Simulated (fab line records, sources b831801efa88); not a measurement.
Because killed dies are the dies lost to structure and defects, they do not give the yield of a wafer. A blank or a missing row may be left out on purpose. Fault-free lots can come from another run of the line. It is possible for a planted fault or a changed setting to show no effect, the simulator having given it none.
Comparing a struck lot with a sound one | flow sky130 | 16 steps out of a route of 708
Sound: wafers L990.1, L990.2, L990.4. The struck wafers were L100.1, L100.4, L100.6. The cause is given at the end.
Order at every step that has rows: each side's tool, ch and its chambers, its first start. Under that, the readings that differ: sound wafers | struck wafers | difference of the means | sigmas: that difference in standard deviations of wafers without a fault.
alike: words and numbers the same on both sides, and readings whose means are apart by under 2 such deviations; not compared: readings that were withheld, readings missing a value for some wafer, numbers with overlapping values and no deviation given by the record, and bounds like >300 which may hide the same value.
Wherever a step has rows on one side only, a row that says differs or no value, or a row with sigmas, the two part there. When numbers do not overlap yet have no deviation, they are printed without sigmas and do not part them. A reading that every wafer of one side lacks parts them only if that side has two wafers or more.

SKY_POLY_CUT_ETCH_10: etches BARC in N2/H2, stops on SiO2, time 45.9 s, target depth 60 nm.
  sound on rie diel-01 ch 0,1,2, day 25 15:16; struck on rie diel-03 ch 0,1,2, day 28 21:16
  alike: drypump motor current A, oes product au, rf fwd power W, throttle valve pct
  not compared: rf hours counter h
SKY_POLY_CUT_ETCH_11: etches Si3N4 in CF4/CH2F2/Ar, stops on poly-Si, time 42.5 s, target depth 60 nm.
  sound on rie diel-01 ch 0,1,2, day 25 15:19; struck on rie diel-03 ch 0,1,2, day 28 21:19
  alike: drypump motor current A, oes product au, rf fwd power W, throttle valve pct
  not compared: rf hours counter h
SKY_POLY_CUT_STRIP_12: strips in O2/N2.
  sound on plasma asher-02 ch 0,1, day 25 15:21; struck on plasma asher-03 ch 0,1, day 28 21:21
  alike: drypump motor current A, oes product au, strip time to endpoint s
  not compared: rf hours counter h
then, 7 steps without rows for these wafers: SKY_SD_P_DEHYDRATE_00 (time 60 s); SKY_SD_P_HMDS_01 (prime time 60 s); SKY_SD_P_COAT_02 (resist thk 1140 nm); SKY_SD_P_SOFTBAKE_03 (time 60 s); SKY_SD_P_EXPOSE_04 (exposes mask PSDM, target cd 380 nm); SKY_SD_P_PEB_05; SKY_SD_P_DEVELOP_06 (develop time 60 s).
SKY_SD_P_CD_MEAS_07: target cd 380 nm.
  sound on cd sem-02, day 26 19:56; struck on cd sem-01, day 30 01:23
  reading    | sound             | struck            | difference | sigmas
  cd nm (nm) | 385.8 382.8 384.0 | 377.7 379.0 377.9 | -6.0       | -2
SKY_SD_P_OVL_MEAS_08:
  sound on overlay-01, day 26 20:03; struck on overlay-02, day 30 01:30
  alike: SD_P_OVL
SKY_SD_P_IMPLANT_09:
  sound on implanter-02 ch 0, day 26 20:05; struck on implanter-02 ch 0, day 30 01:32
  reading       | sound                         | struck                        | difference | sigmas
  dose ions cm2 | 3.001e+15 2.996e+15 2.999e+15 | 3.152e+15 3.149e+15 3.148e+15 | +1.510e+14 | +42
  alike: faraday current uA
SKY_SD_P_STRIP_10: strips in O2/N2.
  sound on plasma asher-01 ch 0,1, day 26 20:14; struck on plasma asher-02 ch 0, day 30 01:41
  reading                      | sound             | struck            | difference | sigmas
  strip time to endpoint s (s) | 17.49 17.47 17.48 | 17.67 17.69 17.64 | +0.19      | +4
  alike: drypump motor current A, oes product au
  not compared: rf hours counter h
SKY_SD_P_TW_MEAS_11:
  sound on film metro-01, day 26 20:20; struck on film metro-02, day 30 01:47
  alike: SD_P_TW
-- here the record skips 19 days between the struck wafers' starts before and after, leaving off in module SD_P and picking up in module PAD_OPEN (first step shown: number 708 of the route) --
SKY_PAD_OPEN_PROBE_99:
  sound on prober-01, day 46 18:50; struck on prober-01, day 48 21:49
  reading                           | sound             | struck            | difference | sigmas
  model.etest.licon high po.rc ohm  | 335.5 352.1 352.5 | 322.3 325 328.1   | -21.6      |
  model.etest.res high po.rs ohm sq | 259.2 262.1 272.5 | 248.9 250.6 253.2 | -13.7      |
  alike: killed_at_M0_to_M3, killed_at_M4_up, killed at contacts, killed at front end, killed at other, killed dies, killed open, killed short
  not compared: model.etest.res high po.line ohm um

## WHERE THEY PART
Last at SKY_SD_P_STRIP_10 as far as this record goes, first at SKY_SD_P_CD_MEAS_07. Later steps at which nothing parts them and some readings are alike: SKY_SD_P_TW_MEAS_11, SKY_PAD_OPEN_PROBE_99.

WHY: what had been put in by the simulator
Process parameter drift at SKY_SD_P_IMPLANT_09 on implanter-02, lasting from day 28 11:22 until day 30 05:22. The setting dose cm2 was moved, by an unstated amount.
